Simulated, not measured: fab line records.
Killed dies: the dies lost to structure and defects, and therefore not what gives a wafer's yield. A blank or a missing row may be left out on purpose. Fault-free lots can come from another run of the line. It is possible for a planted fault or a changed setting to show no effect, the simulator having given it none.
Which tool did it? / flow sky130 / 6 lots with 18 wafers sampled at 2 steps, on a route of 708 steps

## WHAT THE GAUGES READ, wafer by wafer
SKY_VT_ADJUST_NCORE_TW_MEAS_11.
lot=L782; measured=day 9 06:26; on=film-metro-04; VT_ADJUST_NCORE_TW=221.7 222.2 222.5
lot=L784; measured=day 9 20:44; on=film-metro-02; VT_ADJUST_NCORE_TW=219.0 219.9 218.3
lot=L793; measured=day 12 08:28; on=film-metro-03; VT_ADJUST_NCORE_TW=221.3 220.5 221.4
lot=L799; measured=day 13 21:25; on=film-metro-03; VT_ADJUST_NCORE_TW=219.8 219.5 220.0
lot=L801; measured=day 15 08:12; on=film-metro-04; VT_ADJUST_NCORE_TW=223.8 223.7 222.3
lot=L802; measured=day 15 21:51; on=film-metro-03; VT_ADJUST_NCORE_TW=218.7 219.2 218.3

## TOOL THAT RAN EACH LOT (tool first, then ch and the chambers of the sampled wafers, then the start)
lot=L782; SKY_VT_ADJUST_NCORE_IMPLANT_09=implanter-04 ch 0, day 9 06:12
lot=L784; SKY_VT_ADJUST_NCORE_IMPLANT_09=implanter-02 ch 0, day 9 20:29
lot=L793; SKY_VT_ADJUST_NCORE_IMPLANT_09=implanter-03 ch 0, day 12 08:13
lot=L799; SKY_VT_ADJUST_NCORE_IMPLANT_09=implanter-04 ch 0, day 13 21:12
lot=L801; SKY_VT_ADJUST_NCORE_IMPLANT_09=implanter-03 ch 0, day 15 07:57
lot=L802; SKY_VT_ADJUST_NCORE_IMPLANT_09=implanter-04 ch 0, day 15 21:38
- SKY_VT_ADJUST_NCORE_IMPLANT_09

## THE ANSWER, worked out from the rows above alone
Rule: what is usual is taken from the lots themselves. The widest of any qualifying gaps counts: lots, ordered by their means at a reading, are off when they make up no more than a third of the lots, leave a main group of 4 or more, and stand apart from it by 3 or more times the standard deviation of that group's means. Not used: any main group whose means are identical at the precision the tables above print for the reading. A lot without any number at a reading at which 4 lots or more have one is off too. Where the step has rows for the other lots, those lots are counted as sound.
No lot is off on any of the readings shown, so nothing can be concluded from this.

## WHAT THE SIMULATOR HAD INSERTED
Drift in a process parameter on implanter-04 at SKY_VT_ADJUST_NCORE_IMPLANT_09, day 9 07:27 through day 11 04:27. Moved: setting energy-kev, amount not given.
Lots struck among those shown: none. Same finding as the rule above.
